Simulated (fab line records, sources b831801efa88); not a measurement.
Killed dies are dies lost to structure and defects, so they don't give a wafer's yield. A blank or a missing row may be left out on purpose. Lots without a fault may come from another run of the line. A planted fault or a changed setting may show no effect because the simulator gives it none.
fab line records | flow sky130
record lots=13 wafers=39 last_day=50
route steps=708 shown SD_N@350 SD_P@359 LI_CONTACT@382 LOCAL_INTERCONNECT@388
lots that met no fault: from a run of the same line without faults
start_h: hours from the record's first day to the start of the lot's first wafer shown | wait_h: hours since the lot's step before | " the same as in the row above | L1.1+2: a row that stands for several wafers | - no value, or no start given | * or withheld: withheld | < > ~ a bound
route shown NAME@n: a module of which the file shows steps, and the number in the route of the first | usual: mean/standard deviation of fault-free wafers | same: alike in all rows | chamber/n: place in a boat | sites: the reading at each site | _std_site: their standard deviation | _edge_site: outer sites' mean less inner sites' | radius_mm: how far each site lies from the wafer's centre | mask NAME#n: copy n | behind: the tool/chamber that last shaped the wafer | hold: why the lot was held/for how many hours/how that ended | device: the transistor (n, p or np) that didn't switch | end of line: the same wafers' tests at the end of the route | a step without rows: its recipe alone | killed: dies lost to structure and defects at the first sort, not the wafer's yield | map: a wafer's dies, x killed, . not, _ none there
set.NAME: the setting as run; set.NAME@STEP: as run at that earlier step | model.NAME: the simulator's own value behind a step, which no gauge read
steps of the route over a sample of lots; a table a step, a row a wafer
services: from which hour (start_h, from the record's first day; less than 0 if before it) a tool's chamber was out of use, for how many hours, and why
## steps
# step SKY_SD_N_OVL_MEAS_08
# usual SD_N_OVL=0.2/1.2
# columns lot.wafer tool chamber start_h wait_h SD_N_OVL[nm]
L704.2 overlay-02 - 640.33 0.1 1.8
L704.4 " - " " 2.5
L704.5 " - " " 3.0
L705.1 overlay-01 - 649.42 0.1 -0.1
L705.2 " - " " -0.3
L705.3 " - " " -1.1
L706.1 overlay-01 - 661.87 0.1 1.8
L706.5 " - " " -0.7
L706.6 " - " " 0.4
L707.1 overlay-01 - 663.97 0.1 0.2
L707.2 " - " " -1.0
L707.5 " - " " -0.1
L708.3 overlay-01 - 681.68 0.1 0.9
L708.5 " - " " 0.2
L708.6 " - " " 1.6
L711.2 overlay-02 - 708.03 0.1 -0.9
L711.4 " - " " 0.2
L711.5 " - " " -0.6
L710.2 overlay-02 - 709.48 0.1 1.4
L710.3 " - " " 0.2
L710.4 " - " " 0.3
L713.2 overlay-02 - 723.03 0.1 1.8
L713.4 " - " " 0.5
L713.6 " - " " 0.5
L714.4 overlay-01 - 757.99 0.1 0.1
L714.5 " - " " 1.4
L714.6 " - " " 0.0
L718.2 overlay-01 - 761.58 0.1 0.6
L718.3 " - " " 0.0
L718.5 " - " " 0.0
L719.1 overlay-02 - 764.98 0.1 0.1
L719.3 " - " " -0.4
L719.6 " - " " -0.5
L723.1 overlay-02 - 809.18 0.1 -0.1
L723.4 " - " " -1.2
L723.5 " - " " -1.2
L727.2 overlay-02 - 826.99 0.1 -0.6
L727.5 " - " " -0.5
L727.6 " - " " 0.1
# step SKY_SD_N_RS_MEAS_17
# recipe thk_meas_gauge=four-point-probe
# usual SD_P_RS=146.7/0.32
# columns lot.wafer tool chamber start_h wait_h SD_P_RS[ohm/sq]
L704.2 film_metro-03 - 641.20 0.1 146.9
L704.4 " - " " 146.6
L704.5 " - " " 146.8
L705.1 film_metro-03 - 650.31 0.1 146.5
L705.2 " - " " 146.7
L705.3 " - " " 146.4
L706.1 film_metro-01 - 662.71 0.1 146.5
L706.5 " - " " 146.8
L706.6 " - " " 146.6
L707.1 film_metro-03 - 664.81 0.1 147.1
L707.2 " - " " 146.5
L707.5 " - " " 146.7
L708.3 film_metro-03 - 682.55 0.1 146.5
L708.5 " - " " 146.8
L708.6 " - " " 146.4
L711.2 film_metro-01 - 708.88 0.1 146.2
L711.4 " - " " 146.5
L711.5 " - " " 146.4
L710.2 film_metro-01 - 710.34 0.1 146.8
L710.3 " - " " 146.4
L710.4 " - " " 147.0
L713.2 film_metro-03 - 723.88 0.1 147.1
L713.4 " - " " 146.9
L713.6 " - " " 147.1
L714.4 film_metro-04 - 758.92 0.1 146.5
L714.5 " - " " 147.1
L714.6 " - " " 147.1
L718.2 film_metro-03 - 762.43 0.1 146.3
L718.3 " - " " 146.9
L718.5 " - " " 146.4
L719.1 film_metro-03 - 765.82 0.1 146.7
L719.3 " - " " 146.7
L719.6 " - " " 146.9
L723.1 film_metro-01 - 810.02 0.1 147.0
L723.4 " - " " 147.1
L723.5 " - " " 146.9
L727.2 film_metro-01 - 827.89 0.1 147.3
L727.5 " - " " 147.0
L727.6 " - " " 146.7
# step SKY_LI_CONTACT_SPUTTER_20
# recipe material=TiN target_thk_nm=20 chamber_pressure_pa=5 power_w=4000 time_s=80
# usual throttle_valve_pct=30.2/0.8
# columns lot.wafer tool chamber start_h wait_h throttle_valve_pct
L704.2 pvd_sputter-04 - 670.65 0.0 31.2
L704.4 " - " " 28.2
L704.5 " - " " 30.5
L705.1 pvd_sputter-03 - 680.59 0.0 30.9
L705.2 " - " " 29.0
L705.3 " - " " 30.1
L706.1 pvd_sputter-01 - 692.25 0.0 31.0
L706.5 " - " " 29.2
L706.6 " - " " 31.1
L707.1 pvd_sputter-03 - 693.80 0.0 29.0
L707.2 " - " " 30.6
L707.5 " - " " 29.3
L708.3 pvd_sputter-03 - 711.62 0.0 29.3
L708.5 " - " " 30.0
L708.6 " - " " 30.4
L711.2 pvd_sputter-01 - 737.77 0.0 31.1
L711.4 " - " " 30.6
L711.5 " - " " 30.0
L710.2 pvd_sputter-03 - 739.30 0.0 30.1
L710.3 " - " " 30.3
L710.4 " - " " 30.9
L713.2 pvd_sputter-01 - 752.40 0.0 31.0
L713.4 " - " " 29.0
L713.6 " - " " 31.0
L714.4 pvd_sputter-03 - 787.46 0.0 30.2
L714.5 " - " " 30.5
L714.6 " - " " 30.9
L718.2 pvd_sputter-03 - 790.41 0.0 30.6
L718.3 " - " " 28.9
L718.5 " - " " 30.2
L719.1 pvd_sputter-03 - 793.44 0.0 30.1
L719.3 " - " " 30.6
L719.6 " - " " 29.0
L723.1 pvd_sputter-04 - 837.96 0.0 31.1
L723.4 " - " " 28.3
L723.5 " - " " 30.4
L727.2 pvd_sputter-01 - 855.87 0.0 31.1
L727.5 " - " " 30.9
L727.6 " - " " 30.1
# step SKY_LI_CONTACT_RS_MEAS_22
# recipe thk_meas_gauge=four-point-probe reads=W_of_LI_CONTACT_CVD_21+TiN_of_LI_CONTACT_SPUTTER_20+Ti_of_LI_CONTACT_SPUTTER_19
# usual LI_CONTACT_W_RS=0.2842/0.0025
# columns lot.wafer tool chamber start_h wait_h hold LI_CONTACT_W_RS[ohm/sq]
L704.2 film_metro-04 - 670.86 0.1 - 0.2849
L704.4 " - " " - 0.2841
L704.5 " - " " - 0.2856
L705.1 film_metro-01 - 680.77 0.1 - 0.2868
L705.2 " - " " - 0.2858
L705.3 " - " " - 0.2852
L706.1 film_metro-01 - 692.44 0.1 - 0.2848
L706.5 " - " " - 0.2836
L706.6 " - " " - 0.2848
L707.1 film_metro-03 - 693.99 0.1 - 0.2853
L707.2 " - " " - 0.2861
L707.5 " - " " - 0.2861
L708.3 film_metro-01 - 711.85 0.1 - 0.2842
L708.5 " - " " - 0.2863
L708.6 " - " " - 0.2888
L711.2 film_metro-03 - 737.98 0.1 - 0.2856
L711.4 " - " " - 0.2867
L711.5 " - " " - 0.2844
L710.2 film_metro-04 - 739.51 0.1 - 0.2884
L710.3 " - " " - 0.2879
L710.4 " - " " - 0.2873
L713.2 film_metro-04 - 752.61 0.1 - 0.2820
L713.4 " - " " - 0.2851
L713.6 " - " " - 0.2828
L714.4 film_metro-03 - 787.71 0.1 - 0.2839
L714.5 " - " " - 0.2820
L714.6 " - " " - 0.2853
L718.2 film_metro-01 - 790.75 0.2 await_dispo/0.2h/release 0.2784
L718.3 " - " " await_dispo/0.2h/release 0.2783
L718.5 " - " " await_dispo/0.2h/release 0.2793
L718.2 film_metro-01 - 791.03 0.3 - 0.2789
L718.3 " - " " - 0.2787
L718.5 " - " " - 0.2797
L719.1 film_metro-03 - 793.62 0.1 await_dispo/0.2h/release 0.2816
L719.3 " - " " await_dispo/0.2h/release 0.2837
L719.6 " - " " await_dispo/0.2h/release 0.2813
L719.1 film_metro-03 - 793.91 0.3 - 0.2813
L719.3 " - " " - 0.2839
L719.6 " - " " - 0.2812
L723.1 film_metro-01 - 838.15 0.1 - 0.2797
L723.4 " - " " - 0.2813
L723.5 " - " " - 0.2815
L727.2 film_metro-04 - 856.08 0.1 - 0.2857
L727.5 " - " " - 0.2891
L727.6 " - " " - 0.2861
# step SKY_LOCAL_INTERCONNECT_RS_MEAS_01
# recipe thk_meas_gauge=four-point-probe reads=TiN_of_LOCAL_INTERCONNECT_SPUTTER_00
# usual LOCAL_INTERCONNECT_TIN_RS=14.08/0.13
# columns lot.wafer tool chamber start_h wait_h LOCAL_INTERCONNECT_TIN_RS[ohm/sq]
L704.2 film_metro-02 - 671.40 0.1 14.28
L704.4 " - " " 14.20
L704.5 " - " " 14.27
L705.1 film_metro-01 - 681.32 0.0 14.15
L705.2 " - " " 14.00
L705.3 " - " " 14.14
L706.1 film_metro-02 - 692.98 0.0 14.21
L706.5 " - " " 14.26
L706.6 " - " " 14.34
L707.1 film_metro-03 - 694.53 0.0 14.00
L707.2 " - " " 13.94
L707.5 " - " " 13.91
L708.3 film_metro-02 - 712.39 0.1 14.02
L708.5 " - " " 14.02
L708.6 " - " " 14.09
L711.2 film_metro-03 - 738.52 0.1 14.40
L711.4 " - " " 14.29
L711.5 " - " " 14.39
L710.2 film_metro-03 - 740.05 0.1 14.06
L710.3 " - " " 14.04
L710.4 " - " " 14.00
L713.2 film_metro-03 - 753.15 0.1 14.09
L713.4 " - " " 14.06
L713.6 " - " " 14.04
L714.4 film_metro-02 - 788.25 0.1 14.16
L714.5 " - " " 14.30
L714.6 " - " " 14.13
L719.1 film_metro-01 - 794.45 0.0 14.09
L719.3 " - " " 13.92
L719.6 " - " " 13.94
L718.2 film_metro-01 - 797.34 0.1 13.86
L718.3 " - " " 13.95
L718.5 " - " " 13.89
L723.1 film_metro-01 - 838.69 0.0 14.13
L723.4 " - " " 14.06
L723.5 " - " " 14.16
L727.2 film_metro-02 - 856.62 0.1 13.97
L727.5 " - " " 13.93
L727.6 " - " " 14.03
## services
# columns tool chamber start_h hours kind
pvd_sputter-03 - 649.45 2.1 repair
pvd_sputter-01 - 655.27 13.7 repair
pvd_sputter-04 - 657.21 5.6 repair
pvd_sputter-03 - 657.82 1.9 repair
pvd_sputter-04 - 666.65 3.4 repair
pvd_sputter-03 - 676.66 3.6 repair
pvd_sputter-01 - 731.42 5.7 repair
pvd_sputter-01 1 813.32 - consumable_replace:kit
pvd_sputter-01 1 813.32 18.0 scheduled_down
pvd_sputter-01 1 813.32 18.0 vent_cycle
pvd_sputter-03 3 832.59 - consumable_replace:kit
pvd_sputter-03 3 832.59 18.0 scheduled_down
pvd_sputter-03 3 832.59 18.0 vent_cycle
pvd_sputter-04 - 839.25 4.5 repair
## key
first_sign step=SKY_LI_CONTACT_RS_MEAS_22 reading=visit direction=added
effect none on later readings
met_at SKY_LI_CONTACT_SPUTTER_20
struck_lots L718,L719
struck_wafers L718.3,L719.6
tester_left_out L718,L719
not_acting_at SKY_SD_N_OVL_MEAS_08,SKY_SD_N_RS_MEAS_17,SKY_LOCAL_INTERCONNECT_RS_MEAS_01
onset_between 711.62 790.41
fault kind=process_parameter_drift tool=pvd_sputter-03 chamber=- onset_h=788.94 steps=SKY_LI_CONTACT_SPUTTER_20 channel=target_thk_nm offset=14.533 shape=step end_h=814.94 acts_in=these_recipes_only stated=20 scope=struck_wafers_only
# tester_left_out: of these lots the tester's yield and bins aren't shown, on N5 and GAA mostly nor the transistor test; their killed dies are dies lost to structure and defects alone, not to doping, threshold or leakage, so they don't give the yield
